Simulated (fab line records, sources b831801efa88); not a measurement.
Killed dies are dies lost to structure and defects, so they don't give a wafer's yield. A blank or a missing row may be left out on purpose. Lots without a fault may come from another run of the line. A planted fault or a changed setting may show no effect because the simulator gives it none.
Which tool did it? | flow sky130 | 13 lots, 39 wafers sampled, at 7 steps of a route of 708

WHAT THE GAUGES READ, wafer by wafer
SKY_SONOS_TUNNEL_OVL_MEAS_08.
lot  | measured     | on         | SONOS_TUNNEL_OVL (nm)
L422 | day 11 09:28 | overlay-01 | -0.1 -0.8 -2.3
L423 | day 11 18:28 | overlay-01 | 0.9 -1.1 0.6
L425 | day 12 08:19 | overlay-02 | 1.7 1.0 0.5
L426 | day 12 17:52 | overlay-02 | 3.3 1.7 -0.3
L427 | day 13 04:07 | overlay-01 | 1.8 0.8 0.8
L428 | day 13 11:01 | overlay-02 | -0.2 0.8 0.8
L430 | day 14 00:49 | overlay-01 | -1.9 0.9 -0.3
L432 | day 14 22:00 | overlay-02 | 0.6 -0.5 2.1
L433 | day 15 02:37 | overlay-02 | 1.9 0.5 1.7
L435 | day 15 15:18 | overlay-02 | 0.0 2.1 1.2
L442 | day 18 04:24 | overlay-02 | 2.5 2.9 1.0
L443 | day 18 04:37 | overlay-02 | 0.8 0.0 0.5
L445 | day 18 19:33 | overlay-02 | 1.9 0.6 0.7

SKY_POLY_GATE_OVL_MEAS_14.
lot  | measured     | on         | POLY_GATE_OVL (nm)
L422 | day 16 05:07 | overlay-02 | 0 8 7
L423 | day 16 16:12 | overlay-01 | -3 2 -4
L425 | day 17 10:19 | overlay-01 | -7 4 6
L426 | day 17 22:43 | overlay-02 | 5 5 0
L427 | day 18 07:55 | overlay-02 | 1 3 5
L428 | day 18 11:19 | overlay-01 | 3 -13 -10
L430 | day 19 09:34 | overlay-02 | 0 -7 -3
L432 | day 20 10:43 | overlay-02 | 10 4 6
L433 | day 20 14:48 | overlay-01 | -5 -14 4
L435 | day 21 04:46 | overlay-02 | -10 -6 -14
L442 | day 23 16:43 | overlay-01 | 2 -5 1
L443 | day 23 19:09 | overlay-02 | 1 -4 1
L445 | day 24 08:27 | overlay-01 | -4 -1 -3

SKY_LDD_HVN_OVL_MEAS_07.
lot  | measured     | on         | LDD_HVN_OVL (nm)
L422 | day 20 01:18 | overlay-02 | -4.4 -5.7 -4.7
L423 | day 20 16:15 | overlay-01 | -2.2 -1.7 -1.6
L425 | day 21 08:18 | overlay-02 | -1.7 -2.9 -1.2
L426 | day 21 23:05 | overlay-02 | -3.9 -2.6 -2.4
L427 | day 22 08:03 | overlay-02 | -1.6 -0.6 -0.1
L428 | day 22 11:18 | overlay-02 | -4.4 -3.7 -3.8
L430 | day 23 09:10 | overlay-01 | -3.0 -1.7 -0.6
L432 | day 24 10:52 | overlay-02 | -1.9 -1.0 -0.1
L433 | day 24 13:26 | overlay-01 | - - -
L435 | day 25 01:54 | overlay-02 | -2.5 -3.6 -2.9
L442 | day 27 13:17 | overlay-02 | -2.0 -2.3 -4.4
L443 | day 27 14:45 | overlay-01 | -2.2 -3.3 -3.2
L445 | day 28 02:56 | overlay-01 | -1.7 -0.9 -1.3

SKY_LDD_HVN_TW_MEAS_10.
lot  | measured     | on            | LDD_HVN_TW
L422 | day 20 01:36 | film_metro-02 | 1441 1440 1444
L423 | day 20 16:32 | film_metro-04 | 1419 1420 1419
L425 | day 21 08:35 | film_metro-04 | 1437 1426 1435
L426 | day 21 23:23 | film_metro-04 | 1435 1435 1436
L427 | day 22 08:20 | film_metro-03 | 1447 1446 1440
L428 | day 22 11:35 | film_metro-04 | 1413 1418 1422
L430 | day 23 09:28 | film_metro-03 | 1441 1446 1444
L432 | day 24 11:09 | film_metro-03 | 1461 1457 1463
L433 | day 24 13:44 | film_metro-02 | 30 30 30
L435 | day 25 02:11 | film_metro-02 | 1431 1442 1426
L442 | day 27 13:35 | film_metro-02 | 1432 1427 1433
L443 | day 27 15:02 | film_metro-02 | 1429 1434 1436
L445 | day 28 03:13 | film_metro-03 | 1437 1450 1449

SKY_LDD_LDN_OVL_MEAS_07.
lot  | measured     | on         | LDD_LDN_OVL (nm)
L422 | day 22 15:07 | overlay-02 | -0.4 -1.4 -1.6
L423 | day 23 06:00 | overlay-01 | -3.7 -2.8 -3.0
L425 | day 23 21:15 | overlay-02 | -2.5 -0.7 0.4
L426 | day 24 12:03 | overlay-02 | -2.7 -2.2 -4.7
L427 | day 24 20:38 | overlay-02 | -3.0 -2.8 -2.0
L428 | day 24 22:49 | overlay-02 | 0.7 -0.8 1.1
L430 | day 25 21:16 | overlay-02 | -3.3 -1.9 -2.3
L432 | day 26 21:36 | overlay-01 | -0.1 -1.7 1.1
L433 | day 27 00:15 | overlay-01 | -2.3 -0.3 -2.2
L435 | day 27 12:39 | overlay-01 | -2.3 -1.3 -3.4
L442 | day 29 22:02 | overlay-01 | -1.7 -3.9 -2.9
L443 | day 29 22:54 | overlay-02 | -0.8 -0.3 -1.6
L445 | day 30 11:30 | overlay-01 | -2.5 -4.7 -4.5

SKY_LDD_LDN_TW_MEAS_13.
lot  | measured     | on            | LDD_LDN_TW
L422 | day 22 15:52 | film_metro-02 | 1487 1486 1485
L423 | day 23 06:44 | film_metro-03 | 1484 1481 1488
L425 | day 23 21:59 | film_metro-03 | 1484 1486 1487
L426 | day 24 12:47 | film_metro-01 | 1523 1521 1512
L427 | day 24 21:23 | film_metro-03 | 1501 1504 1504
L428 | day 24 23:33 | film_metro-01 | 1514 1528 1515
L430 | day 25 22:00 | film_metro-03 | 1498 1496 1496
L432 | day 26 22:20 | film_metro-02 | 1468 1466 1463
L433 | day 27 00:59 | film_metro-01 | 1853 1848 1848
L435 | day 27 13:23 | film_metro-03 | 1490 1480 1490
L442 | day 29 22:47 | film_metro-03 | 1499 1486 1497
L443 | day 29 23:38 | film_metro-03 | 1490 1489 1494
L445 | day 30 12:14 | film_metro-02 | 1478 1471 1466

WHICH TOOL RAN EACH LOT (tool, then ch and the chambers of the sampled wafers, then the start)
lot  | SKY_LDD_HVN_EXPOSE_04
L422 | iline_stepper-02 ch 0, day 19 10:27
L423 | iline_stepper-02 ch 0, day 20 01:01
L425 | iline_stepper-02 ch 0, day 20 17:48
L426 | iline_stepper-01 ch 0, day 21 07:26
L427 | iline_stepper-01 ch 0, day 21 17:20
L428 | iline_stepper-01 ch 0, day 21 20:46
L430 | iline_stepper-01 ch 0, day 22 17:55
L432 | iline_stepper-01 ch 0, day 23 20:15
L433 | iline_stepper-01 ch 0, day 23 22:35
L435 | iline_stepper-01 ch 0, day 24 11:44
L442 | iline_stepper-01 ch 0, day 26 23:08
L443 | iline_stepper-01 ch 0, day 27 00:23
L445 | iline_stepper-01 ch 0, day 27 12:37
- SKY_LDD_HVN_EXPOSE_04: exposes mask HVNTM, target cd 700 nm.

WHAT THE TOOLS THEMSELVES READ (means of the sampled wafers that have a number; where no wafer has one, the mark that the record gives instead)
SKY_LDD_HVN_EXPOSE_04.
lot  | tool             | stage_vel_mm_s (mm/s)
L422 | iline_stepper-02 | 499.84
L423 | iline_stepper-02 | 500.00
L425 | iline_stepper-02 | 500.09
L426 | iline_stepper-01 | 500.13
L427 | iline_stepper-01 | 500.13
L428 | iline_stepper-01 | 499.79
L430 | iline_stepper-01 | 499.94
L432 | iline_stepper-01 | 500.01
L433 | iline_stepper-01 | 499.69
L435 | iline_stepper-01 | 499.64
L442 | iline_stepper-01 | 500.08
L443 | iline_stepper-01 | 500.22
L445 | iline_stepper-01 | 499.58

THE ANSWER, worked out from the rows above alone
Rule: what is usual is taken from the lots themselves. Put in order of their means at a reading, lots are off if they are a third of the lots or fewer, leave a main group of 4 or more, and stand apart from it by a gap of 3 or more times the standard deviation of the main group's means; of several such gaps the widest counts. A main group whose means are all the same, to the digits that the tables above print for the reading, isn't used. A lot without any number at a reading at which 4 lots or more have one is off too. The other lots that the step has rows for count as sound. The gauges are gone through in route order, then the tools' own readings, and for those a lot's mean is taken as printed above. The first step at which some lot is off is used, and at that step the reading that is off furthest; a lot without a number counts as furthest.
Off: L433, at SKY_LDD_HVN_OVL_MEAS_07 (LDD_HVN_OVL). Without a number there: L433. The main group: mean -2.4 nm, standard deviation 1.2.
A tool fits if, at a process step before that reading, it ran every lot that is off, and no sound lot after the first of them. The gauges at SKY_LDD_HVN_OVL_MEAS_07 aren't tried: what is off there is off at SKY_LDD_HVN_TW_MEAS_10 too, on other tools, and a gauge's error can't cause that. None of those tried fits.

WHAT THE SIMULATOR HAD PUT IN
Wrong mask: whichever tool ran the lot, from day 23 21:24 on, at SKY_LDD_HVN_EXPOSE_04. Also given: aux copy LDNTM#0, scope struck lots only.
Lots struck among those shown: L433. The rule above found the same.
